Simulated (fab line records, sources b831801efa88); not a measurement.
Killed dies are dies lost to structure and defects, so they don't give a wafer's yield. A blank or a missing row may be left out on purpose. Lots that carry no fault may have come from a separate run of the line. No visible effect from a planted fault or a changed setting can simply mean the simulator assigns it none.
A lot that was struck, set against a sound lot / flow sfqLine / 37 out of 325 route steps
Sound: wafers L379.3, L379.4, L379.6. Struck: wafer L394.1 (left out: L394.2, L394.5 of the same lot, which were not struck); the cause appears at the end.
Per side, at each step with rows, come the tool, then ch with its chambers, and then its first start. Under that, the readings that differ: sound wafers / struck wafers / difference of the means / sigmas: that difference in standard deviations of wafers without a fault.
alike: readings with means less than 2 such deviations apart, plus words and numbers identical on both sides. not compared: withheld readings, readings lacking a value on some wafer, bounds such as >300 that could conceal the same value, and numbers that have no deviation in the record and whose values overlap.
A row with sigmas, a row that says differs or no value, or rows on one side alone: a step with any of these is where the two part. Numbers that don't overlap but have no deviation are shown without sigmas and don't part them. Lack of a reading on every wafer of one side parts them only where that side has two or more wafers.

SFQ_R5_THK_MEAS_934: measures by xrf.
  sound: filmMetro-01 at day 53 15:25; struck: filmMetro-01 at day 62 13:53
  alike: R5_MONX_THK
then, 6 steps without rows for these wafers: SFQ_TRILAYER_R5_LITHO_COAT_141 (resist thk 62 nm); SFQ_TRILAYER_R5_LITHO_COAT_136 (resist thk 600 nm); SFQ_TRILAYER_R5_LITHO_SOFTBAKE_140; SFQ_TRILAYER_R5_LITHO_EXPOSE_137 (exposes mask R5, target cd 500 nm); SFQ_TRILAYER_R5_LITHO_PEB_139 (peb time 60 s); SFQ_TRILAYER_R5_LITHO_DEVELOP_138 (time 60 s).
SFQ_R5_OVL_MEAS_935:
  sound: overlay-01 at day 58 16:44; struck: overlay-01 at day 62 19:14
reading=R5_OVL (nm); sound=10 15 13; struck=-1; difference=-14; sigmas=-2
SFQ_TRILAYER_R5_BARC_OPEN_METAL_ETCH_177: etches BARC in O2, target depth 125 nm, time 41.7 s.
  sound on rieMetal-01 ch 0,1, day 58 16:47; struck on rieMetal-03 ch 1, day 62 19:16
reading=drypumpMotorCurrentA (A); sound=5.6 5.3 5.3; struck=6.6; difference=+1.2; sigmas=+3
reading=rfHoursCounterH (h); sound=- - -; struck=128; difference=no value on the sound wafers; sigmas=
  alike: oesProductAu, rfFwdPowerW
SFQ_TRILAYER_R5_ETCH_METAL_ETCH_139: etches the open film in Cl2, stops on SiO2, target depth 60 nm, time 40 s.
  sound on rieMetal-01 ch 0,1, day 58 16:50; struck on rieMetal-03 ch 1, day 62 19:19
reading=drypumpMotorCurrentA (A); sound=5.6 5.3 5.3; struck=6.6; difference=+1.2; sigmas=+3
reading=rfHoursCounterH (h); sound=- - -; struck=128; difference=no value on the sound wafers; sigmas=
  alike: oesProductAu, rfFwdPowerW
then, 2 steps without rows for these wafers: SFQ_TRILAYER_R5_STRIP_STRIP_140 (strips in O2); SFQ_TRILAYER_R5_STRIP_SOLV_CLEAN_141 (cleans in NMP, time 600 s).
SFQ_TRILAYER_A5C_DEP_PECVD_142: deposits SiO2 from SiH4/N2O, time 15.556 s, target thk 70 nm.
  sound on pecvd-04 ch 0,1, day 58 17:40; struck on pecvd-02 ch 0, day 62 20:10
reading=throttleValvePct (%); sound=24.8 22.7 24.6; struck=25.6; difference=+1.6; sigmas=+2
reading=model.SiO2_of_TRILAYER_A5C_DEP_PECVD_142.thkNm (nm); sound=70.18 69.75 70.98; struck=67.34; difference=-2.96; sigmas=
  alike: chamberPressureTorr, heaterPowerW
  not compared: rfFwdPowerW
then, 6 steps without rows for these wafers: SFQ_TRILAYER_I5_LITHO_COAT_149 (resist thk 62 nm); SFQ_TRILAYER_I5_LITHO_COAT_144 (resist thk 650 nm); SFQ_TRILAYER_I5_LITHO_SOFTBAKE_148; SFQ_TRILAYER_I5_LITHO_EXPOSE_145 (exposes mask I5, target cd 700 nm); SFQ_TRILAYER_I5_LITHO_PEB_147 (peb time 60 s); SFQ_TRILAYER_I5_LITHO_DEVELOP_146 (time 60 s).
-- the record jumps here: 5 days lie between the struck wafers' starts before and after --
SFQ_I5_OVL_MEAS_936:
  sound: overlay-02 at day 63 20:47; struck: overlay-02 at day 67 09:55
  alike: I5_OVL
SFQ_TRILAYER_I5_BARC_OPEN_VIA_ETCH_200: etches BARC in O2, target depth 125 nm, time 41.7 s.
  sound on rieDiel-04 ch 0,1,3, day 63 20:49; struck on rieDiel-04 ch 2, day 67 09:57
reading=drypumpMotorCurrentA (A); sound=5.37 5.95 5.83; struck=5.20; difference=-0.52; sigmas=-2
  alike: oesProductAu, rfFwdPowerW
  not compared: rfHoursCounterH
then, 9 steps without rows for these wafers: SFQ_TRILAYER_I5_ETCH_VIA_ETCH_147 (etches the open film in CHF3, stops on Nb, target depth 360 nm); SFQ_TRILAYER_I5_STRIP_STRIP_148 (strips in O2); SFQ_TRILAYER_I5_STRIP_SOLV_CLEAN_149 (cleans in NMP, time 600 s); SFQ_TRILAYER_C5_LITHO_COAT_156 (resist thk 62 nm); SFQ_TRILAYER_C5_LITHO_COAT_151 (resist thk 650 nm); SFQ_TRILAYER_C5_LITHO_SOFTBAKE_155; SFQ_TRILAYER_C5_LITHO_EXPOSE_152 (exposes mask C5, target cd 500 nm); SFQ_TRILAYER_C5_LITHO_PEB_154 (peb time 60 s); SFQ_TRILAYER_C5_LITHO_DEVELOP_153 (time 60 s).
SFQ_C5_OVL_MEAS_937:
  sound: overlay-02 at day 64 01:53; struck: overlay-01 at day 67 13:14
  alike: C5_OVL
SFQ_TRILAYER_C5_BARC_OPEN_VIA_ETCH_210: etches BARC in O2, target depth 125 nm, time 41.7 s.
  sound on rieDiel-02 ch 0,3, day 64 01:55; struck on rieDiel-02 ch 0, day 67 13:16
  alike: drypumpMotorCurrentA, oesProductAu, rfFwdPowerW
  not compared: rfHoursCounterH
SFQ_TRILAYER_C5_ETCH_VIA_ETCH_154: etches SiO2 in CHF3, stops on Nb, target depth 84 nm.
  sound on rieDiel-02 ch 0,3, day 64 01:57; struck on rieDiel-02 ch 0, day 67 13:19
reading=oesProductAu (a.u.); sound=0.902 0.897 0.901; struck=0.873; difference=-0.027; sigmas=-3
reading=model.etch.depthNm (nm); sound=70.18 69.75 70.98; struck=67.34; difference=-2.96; sigmas=
reading=model.C5.featureDepthNm (nm); sound=70.18 69.75 70.98; struck=67.34; difference=-2.96; sigmas=
  alike: drypumpMotorCurrentA, rfFwdPowerW
then, 2 steps without rows for these wafers: SFQ_TRILAYER_C5_STRIP_STRIP_155 (strips in O2); SFQ_TRILAYER_C5_STRIP_SOLV_CLEAN_156 (cleans in NMP, time 600 s).
SFQ_TRILAYER_M6_DEP_PRE_CLEAN_158: time 22.5 s.
  sound: pvdSputter-06 at day 64 02:47; struck: pvdSputter-06 at day 67 14:08
reading=model.SiO2_of_TRILAYER_A5C_DEP_PECVD_142.thkNm (nm); sound=62.68 62.25 63.48; struck=59.84; difference=-2.96; sigmas=
SFQ_TRILAYER_M6_DEP_SPUTTER_157: material Nb, target thk 200 nm, time 133.3 s.
  sound: pvdSputter-06 at day 64 02:49; struck: pvdSputter-06 at day 67 14:10
  alike: throttleValvePct

== WHERE THEY PART ==
Earliest at SFQ_R5_OVL_MEAS_935; latest, in this record, at SFQ_TRILAYER_C5_ETCH_VIA_ETCH_154. Later steps at which nothing parts them and some readings are alike: SFQ_TRILAYER_M6_DEP_SPUTTER_157.

WHY: what the simulator had put in
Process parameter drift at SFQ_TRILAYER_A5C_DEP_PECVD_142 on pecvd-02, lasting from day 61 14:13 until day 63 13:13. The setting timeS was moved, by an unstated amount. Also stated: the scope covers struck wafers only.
